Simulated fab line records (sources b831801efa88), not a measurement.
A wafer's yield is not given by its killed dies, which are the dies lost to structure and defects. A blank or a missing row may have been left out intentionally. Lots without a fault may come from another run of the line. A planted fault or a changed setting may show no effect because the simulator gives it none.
The tool behind it: which one? | flow gf180mcu | 13 lots with 39 wafers sampled at 3 steps, on a route of 602 steps

WHAT THE GAUGES SHOWED, per wafer
GF_TOP_METAL_RS_MEAS_05: measures by four-point-probe. Usual: TOP_METAL_ALCU_RS typically reads 0.0328 ohm/sq, with standard deviation 0.00031.
lot  | measured     | on            | TOP_METAL_ALCU_RS (ohm/sq) | flag
L805 | day 27 04:38 | film-metro-03 | 0.0326 0.0327 0.0327       |
L807 | day 28 00:02 | film-metro-03 | 0.0327 0.0332 0.0327       |
L808 | day 28 02:58 | film-metro-03 | 0.0329 0.0330 0.0332       |
L809 | day 28 13:17 | film-metro-03 | 0.0323 0.0325 0.0328       |
L810 | day 28 22:48 | film-metro-03 | 0.0333 0.0335 0.0329       |
L811 | day 29 01:36 | film-metro-02 | 0.0331 0.0330 0.0332       |
L812 | day 29 09:29 | film-metro-04 | 0.0325 0.0330 0.0325       |
L813 | day 29 22:00 | film-metro-04 | 0.0330 0.0330 0.0332       |
L824 | day 32 16:32 | film-metro-03 | 0.0330 0.0332 0.0330       |
L825 | day 32 22:27 | film-metro-03 | 0.0331 0.0325 0.0329       |
L826 | day 33 02:34 | film-metro-03 | 0.0327 0.0330 0.0329       |
L828 | day 33 11:28 | film-metro-04 | 0.0330 0.0327 0.0333       |
L827 | day 33 13:10 | film-metro-03 | 0.0327 0.0329 0.0331       |

WHAT TOOL EACH LOT RAN ON (gives the tool, then ch and the chambers of the sampled wafers, and finally the start)
lot  | GF_SALICIDE_SPUTTER_03       | GF_TOP_METAL_SPUTTER_00
L805 | pvd-sputter-03, day 15 02:01 | pvd-sputter-03, day 27 04:22
L807 | pvd-sputter-03, day 15 21:34 | pvd-sputter-03, day 27 23:47
L808 | pvd-sputter-01, day 16 02:20 | pvd-sputter-01, day 28 02:43
L809 | pvd-sputter-03, day 16 13:52 | pvd-sputter-03, day 28 13:02
L810 | pvd-sputter-01, day 16 23:18 | pvd-sputter-02, day 28 22:33
L811 | pvd-sputter-01, day 17 04:59 | pvd-sputter-01, day 29 01:22
L812 | pvd-sputter-01, day 17 15:24 | pvd-sputter-03, day 29 09:14
L813 | pvd-sputter-01, day 18 04:42 | pvd-sputter-03, day 29 21:44
L824 | pvd-sputter-01, day 21 21:25 | pvd-sputter-02, day 32 16:17
L825 | pvd-sputter-01, day 22 08:12 | pvd-sputter-02, day 32 22:13
L826 | pvd-sputter-02, day 22 13:52 | pvd-sputter-03, day 33 02:21
L828 | pvd-sputter-01, day 23 02:17 | pvd-sputter-02, day 33 11:15
L827 | pvd-sputter-01, day 23 06:58 | pvd-sputter-02, day 33 12:56
- GF_SALICIDE_SPUTTER_03: material TiN, target thk 20 nm, time 16.7 s.
- GF_TOP_METAL_SPUTTER_00: material Ti, target thk 37.5 nm, time 150 s.

WHAT THE TOOLS THEMSELVES READ (means of the sampled wafers that have a number; where no wafer has one, the mark that the record gives instead)
GF_SALICIDE_SPUTTER_03. Usual: 30.1 % for throttle-valve-pct, sd 0.84.
lot  | tool           | throttle-valve-pct (%) | flag
L805 | pvd-sputter-03 | 29.6                   |
L807 | pvd-sputter-03 | 30.0                   |
L808 | pvd-sputter-01 | 30.1                   |
L809 | pvd-sputter-03 | 29.9                   |
L810 | pvd-sputter-01 | 30.4                   |
L811 | pvd-sputter-01 | 30.7                   |
L812 | pvd-sputter-01 | 30.3                   |
L813 | pvd-sputter-01 | 30.4                   |
L824 | pvd-sputter-01 | 30.3                   |
L825 | pvd-sputter-01 | 30.3                   |
L826 | pvd-sputter-02 | 28.8                   |
L828 | pvd-sputter-01 | 30.8                   |
L827 | pvd-sputter-01 | 30.1                   |

GF_TOP_METAL_SPUTTER_00. Usual: 29.9 % for throttle-valve-pct, sd 0.88.
lot  | tool           | throttle-valve-pct (%) | flag
L805 | pvd-sputter-03 | 29.9                   |
L807 | pvd-sputter-03 | 29.5                   |
L808 | pvd-sputter-01 | 30.6                   |
L809 | pvd-sputter-03 | 29.8                   |
L810 | pvd-sputter-02 | 29.3                   |
L811 | pvd-sputter-01 | 31.0                   |
L812 | pvd-sputter-03 | 29.9                   |
L813 | pvd-sputter-03 | 30.0                   |
L824 | pvd-sputter-02 | 30.7                   |
L825 | pvd-sputter-02 | 29.7                   |
L826 | pvd-sputter-03 | 30.2                   |
L828 | pvd-sputter-02 | 29.2                   |
L827 | pvd-sputter-02 | 29.9                   |

THE ANSWER, worked out from the rows above alone
Rule: a lot counts as off when the mean over its wafers that have a number is more than 3 standard deviations away from the usual mean. A lot without any number at a reading at which 4 lots or more have one is off too. The other lots that the step has rows for count as sound. First the gauges in route order, then the tools' own readings, where a lot's mean is used as printed above. At the first step where some lot is off, the reading lying furthest off is the one used; lots without a number count as furthest.
Nothing can be told from this: no lot is off at any reading shown.

WHAT THE SIMULATOR HAD INSERTED
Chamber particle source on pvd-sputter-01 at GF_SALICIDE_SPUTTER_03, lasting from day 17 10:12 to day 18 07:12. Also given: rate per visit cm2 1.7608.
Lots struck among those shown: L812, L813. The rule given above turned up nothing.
